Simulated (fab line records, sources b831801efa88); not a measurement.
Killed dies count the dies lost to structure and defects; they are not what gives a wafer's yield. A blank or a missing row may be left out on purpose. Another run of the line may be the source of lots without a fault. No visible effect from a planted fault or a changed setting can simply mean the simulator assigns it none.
What tool caused it? / flow gf180mcu / Sampling: 13 lots, 39 wafers, 5 of 602 route steps

WHAT EACH GAUGE READ, for each wafer
GF_V1_CD_MEAS_14 targets a cd of 260 nm. Usual: cd_nm at 259.8 nm, with a standard deviation of 1.2.
lot=L315; measured=day 18 01:53; on=cd_sem-02; cd_nm (nm)=259.8 259.0 260.7; flag=
lot=L317; measured=day 18 22:01; on=cd_sem-01; cd_nm (nm)=260.2 259.8 260.8; flag=
lot=L318; measured=day 19 04:43; on=cd_sem-01; cd_nm (nm)=260.0 260.2 260.2; flag=
lot=L319; measured=day 19 17:28; on=cd_sem-01; cd_nm (nm)=259.5 258.2 258.8; flag=
lot=L320; measured=day 20 03:53; on=cd_sem-01; cd_nm (nm)=257.4 258.7 258.3; flag=
lot=L325; measured=day 21 23:49; on=cd_sem-02; cd_nm (nm)=261.9 260.0 260.5; flag=
lot=L328; measured=day 23 00:26; on=cd_sem-01; cd_nm (nm)=241.0 241.4 241.4; flag=OFF
lot=L331; measured=day 23 22:40; on=cd_sem-02; cd_nm (nm)=244.5 244.1 245.0; flag=OFF
lot=L334; measured=day 24 20:42; on=cd_sem-02; cd_nm (nm)=259.1 258.6 258.8; flag=
lot=L335; measured=day 25 07:03; on=cd_sem-02; cd_nm (nm)=261.9 260.6 261.6; flag=
lot=L336; measured=day 25 12:29; on=cd_sem-01; cd_nm (nm)=260.3 259.6 260.1; flag=
lot=L338; measured=day 25 23:53; on=cd_sem-02; cd_nm (nm)=260.5 261.5 259.3; flag=
lot=L337; measured=day 26 03:35; on=cd_sem-01; cd_nm (nm)=259.7 259.6 259.8; flag=

GF_V3_RS_MEAS_24: a four-point-probe measurement. Usual: V3_W_RS typically reads 0.327 ohm/sq, with standard deviation 0.0037.
lot=L315; measured=day 22 09:11; on=film_metro-04; V3_W_RS (ohm/sq)=0.331 0.332 0.326; flag=
lot=L317; measured=day 23 05:32; on=film_metro-04; V3_W_RS (ohm/sq)=0.334 0.328 0.335; flag=
lot=L318; measured=day 23 09:41; on=film_metro-04; V3_W_RS (ohm/sq)=0.325 0.324 0.329; flag=
lot=L319; measured=day 23 22:41; on=film_metro-04; V3_W_RS (ohm/sq)=0.334 0.330 0.329; flag=
lot=L320; measured=day 24 08:08; on=film_metro-04; V3_W_RS (ohm/sq)=0.321 0.323 0.320; flag=
lot=L325; measured=day 25 23:14; on=film_metro-02; V3_W_RS (ohm/sq)=0.325 0.324 0.330; flag=
lot=L328; measured=day 26 22:16; on=film_metro-01; V3_W_RS (ohm/sq)=0.326 0.328 0.327; flag=
lot=L331; measured=day 27 18:39; on=film_metro-02; V3_W_RS (ohm/sq)=0.330 0.329 0.331; flag=
lot=L334; measured=day 28 14:06; on=film_metro-01; V3_W_RS (ohm/sq)=0.323 0.321 0.326; flag=
lot=L335; measured=day 28 23:34; on=film_metro-02; V3_W_RS (ohm/sq)=0.330 0.325 0.331; flag=
lot=L336; measured=day 29 04:49; on=film_metro-02; V3_W_RS (ohm/sq)=0.323 0.320 0.328; flag=
lot=L338; measured=day 29 14:29; on=film_metro-04; V3_W_RS (ohm/sq)=0.330 0.332 0.328; flag=
lot=L337; measured=day 29 17:01; on=film_metro-04; V3_W_RS (ohm/sq)=0.329 0.331 0.328; flag=

GF_M4_THK_MEAS_06: measures by xrf. Usual: M4_ALCU_THK typically reads 462 nm, with standard deviation 5.5.
lot=L315; measured=day 22 10:01; on=film_metro-02; M4_ALCU_THK (nm)=460 461 462; flag=
lot=L317; measured=day 23 06:20; on=film_metro-04; M4_ALCU_THK (nm)=464 469 467; flag=
lot=L318; measured=day 23 10:30; on=film_metro-04; M4_ALCU_THK (nm)=472 472 464; flag=
lot=L319; measured=day 23 23:29; on=film_metro-02; M4_ALCU_THK (nm)=466 457 458; flag=
lot=L320; measured=day 24 08:57; on=film_metro-02; M4_ALCU_THK (nm)=468 476 473; flag=
lot=L325; measured=day 26 00:02; on=film_metro-04; M4_ALCU_THK (nm)=461 465 466; flag=
lot=L328; measured=day 26 23:05; on=film_metro-04; M4_ALCU_THK (nm)=467 466 466; flag=
lot=L331; measured=day 27 19:28; on=film_metro-03; M4_ALCU_THK (nm)=452 458 458; flag=
lot=L334; measured=day 28 15:02; on=film_metro-02; M4_ALCU_THK (nm)=461 463 460; flag=
lot=L335; measured=day 29 00:22; on=film_metro-02; M4_ALCU_THK (nm)=455 451 456; flag=
lot=L336; measured=day 29 05:40; on=film_metro-02; M4_ALCU_THK (nm)=455 460 462; flag=
lot=L338; measured=day 29 15:18; on=film_metro-04; M4_ALCU_THK (nm)=458 467 462; flag=
lot=L337; measured=day 29 17:50; on=film_metro-04; M4_ALCU_THK (nm)=463 459 459; flag=

EACH LOT AND THE TOOL THAT RAN IT (in order: tool; ch and the chambers of the sampled wafers; start)
lot=L315; GF_V1_SOFTBAKE_10=litho_track-01 ch 0, day 17 14:00; GF_V3_CMP_26=cmp-02 ch 0,1,2, day 22 09:29
lot=L317; GF_V1_SOFTBAKE_10=litho_track-01 ch 0, day 18 10:00; GF_V3_CMP_26=cmp-01 ch 0,1,2, day 23 05:50
lot=L318; GF_V1_SOFTBAKE_10=litho_track-03 ch 0, day 18 16:00; GF_V3_CMP_26=cmp-01 ch 0,1,2, day 23 09:51
lot=L319; GF_V1_SOFTBAKE_10=litho_track-01 ch 0, day 19 05:00; GF_V3_CMP_26=cmp-02 ch 1,3, day 23 22:53
lot=L320; GF_V1_SOFTBAKE_10=litho_track-03 ch 0, day 19 15:00; GF_V3_CMP_26=cmp-01 ch 1,2, day 24 08:17
lot=L325; GF_V1_SOFTBAKE_10=litho_track-04 ch 0, day 21 12:00; GF_V3_CMP_26=cmp-01 ch 0,1, day 25 23:26
lot=L328; GF_V1_SOFTBAKE_10=litho_track-04 ch 0, day 22 13:00; GF_V3_CMP_26=cmp-01 ch 0,1,3, day 26 22:27
lot=L331; GF_V1_SOFTBAKE_10=litho_track-04 ch 0, day 23 11:00; GF_V3_CMP_26=cmp-02 ch 0,1, day 27 18:50
lot=L334; GF_V1_SOFTBAKE_10=litho_track-03 ch 0, day 24 10:00; GF_V3_CMP_26=cmp-01 ch 0,2, day 28 14:26
lot=L335; GF_V1_SOFTBAKE_10=litho_track-01 ch 0, day 24 19:00; GF_V3_CMP_26=cmp-02 ch 1,2, day 28 23:43
lot=L336; GF_V1_SOFTBAKE_10=litho_track-03 ch 0, day 25 01:00; GF_V3_CMP_26=cmp-01 ch 0,1, day 29 04:59
lot=L338; GF_V1_SOFTBAKE_10=litho_track-03 ch 0, day 25 13:00; GF_V3_CMP_26=cmp-01 ch 0,1,2, day 29 14:49
lot=L337; GF_V1_SOFTBAKE_10=litho_track-01 ch 0, day 25 17:00; GF_V3_CMP_26=cmp-01 ch 0,3, day 29 17:12
- GF_V1_SOFTBAKE_10: time 60 s.
- GF_V3_CMP_26: polishes, stops on SiO2, t overpolish 15 s, target thk 0 nm.

WHAT THE TOOLS THEMSELVES READ (means of the sampled wafers that have a number; where no wafer has one, the mark that the record gives instead)
GF_V1_SOFTBAKE_10. Usual: heater_power_total_W 93.05 W, standard deviation 0.057; plate_temp_C 130.00 C, standard deviation 0.13.
lot=L315; tool=litho_track-01; heater_power_total_W (W)=93.09; plate_temp_C (C)=130.05; flag=
lot=L317; tool=litho_track-01; heater_power_total_W (W)=93.00; plate_temp_C (C)=129.94; flag=
lot=L318; tool=litho_track-03; heater_power_total_W (W)=93.11; plate_temp_C (C)=130.02; flag=
lot=L319; tool=litho_track-01; heater_power_total_W (W)=93.06; plate_temp_C (C)=130.02; flag=
lot=L320; tool=litho_track-03; heater_power_total_W (W)=93.08; plate_temp_C (C)=130.00; flag=
lot=L325; tool=litho_track-04; heater_power_total_W (W)=93.04; plate_temp_C (C)=130.08; flag=
lot=L328; tool=litho_track-04; heater_power_total_W (W)=85.00; plate_temp_C (C)=121.38; flag=OFF
lot=L331; tool=litho_track-04; heater_power_total_W (W)=84.99; plate_temp_C (C)=121.57; flag=OFF
lot=L334; tool=litho_track-03; heater_power_total_W (W)=93.05; plate_temp_C (C)=129.90; flag=
lot=L335; tool=litho_track-01; heater_power_total_W (W)=93.01; plate_temp_C (C)=130.02; flag=
lot=L336; tool=litho_track-03; heater_power_total_W (W)=93.04; plate_temp_C (C)=130.08; flag=
lot=L338; tool=litho_track-03; heater_power_total_W (W)=92.94; plate_temp_C (C)=129.90; flag=
lot=L337; tool=litho_track-01; heater_power_total_W (W)=93.05; plate_temp_C (C)=129.98; flag=

GF_V3_CMP_26. Usual: motor_current_A 10.9 A, standard deviation 1.5; overpolish_run_s 15.001 s, standard deviation 0.0086; time_to_endpoint_s 88 s, standard deviation 4.1.
lot=L315; tool=cmp-02; motor_current_A (A)=11.1; overpolish_run_s (s)=15.001; time_to_endpoint_s (s)=82; flag=
lot=L317; tool=cmp-01; motor_current_A (A)=11.0; overpolish_run_s (s)=15.005; time_to_endpoint_s (s)=87; flag=
lot=L318; tool=cmp-01; motor_current_A (A)=10.8; overpolish_run_s (s)=15.003; time_to_endpoint_s (s)=91; flag=
lot=L319; tool=cmp-02; motor_current_A (A)=10.3; overpolish_run_s (s)=14.999; time_to_endpoint_s (s)=81; flag=
lot=L320; tool=cmp-01; motor_current_A (A)=11.5; overpolish_run_s (s)=15.000; time_to_endpoint_s (s)=88; flag=
lot=L325; tool=cmp-01; motor_current_A (A)=9.9; overpolish_run_s (s)=14.998; time_to_endpoint_s (s)=89; flag=
lot=L328; tool=cmp-01; motor_current_A (A)=11.0; overpolish_run_s (s)=15.005; time_to_endpoint_s (s)=87; flag=
lot=L331; tool=cmp-02; motor_current_A (A)=9.9; overpolish_run_s (s)=14.996; time_to_endpoint_s (s)=87; flag=
lot=L334; tool=cmp-01; motor_current_A (A)=10.8; overpolish_run_s (s)=15.011; time_to_endpoint_s (s)=92; flag=
lot=L335; tool=cmp-02; motor_current_A (A)=11.1; overpolish_run_s (s)=15.015; time_to_endpoint_s (s)=84; flag=
lot=L336; tool=cmp-01; motor_current_A (A)=9.7; overpolish_run_s (s)=15.002; time_to_endpoint_s (s)=89; flag=
lot=L338; tool=cmp-01; motor_current_A (A)=11.1; overpolish_run_s (s)=15.001; time_to_endpoint_s (s)=85; flag=
lot=L337; tool=cmp-01; motor_current_A (A)=11.6; overpolish_run_s (s)=15.002; time_to_endpoint_s (s)=92; flag=

THE ANSWER, worked out from the rows above alone
Rule: a lot is off if the mean of its wafers that have a number lies more than 3 standard deviations from the usual mean. Also off: a lot with no number at a reading for which 4 or more lots have one. Any other lot the step has rows for is counted as sound. First the gauges in route order, then the tools' own readings, where a lot's mean is used as printed above. At the first step where some lot is off, the reading lying furthest off is the one used; lots without a number count as furthest.
Off, at GF_V1_CD_MEAS_14 on cd_nm: L328, L331.
If a tool, at a process step before that reading, ran all the lots that are off and no sound lot after the first of them, it fits. Not tried: the gauges at GF_V1_CD_MEAS_14; whatever is off there is also off at GF_V1_SOFTBAKE_10, on other tools, and gauge error can't account for it. One candidate fits, namely litho_track-04 at GF_V1_SOFTBAKE_10. A fault onset in the window from L325 (day 21 12:00, its last sound lot) to L328 (day 22 13:00, its first lot off) fits.
The tool's own readings at GF_V1_SOFTBAKE_10 bear it out: on the lots that are off they differ by more than 5 times the standard deviation of the sound lots' means. heater_power_total_W reads 85.00 W there against 93.04 W on the sound lots; plate_temp_C reads 121.47 C there against 130.00 C on the sound lots.

WHAT HAD BEEN PUT IN BY THE SIMULATOR
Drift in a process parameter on litho_track-04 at GF_V1_SOFTBAKE_10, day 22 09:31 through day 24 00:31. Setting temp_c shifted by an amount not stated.
Struck lots among those shown: L328, L331. The rule above found the same.
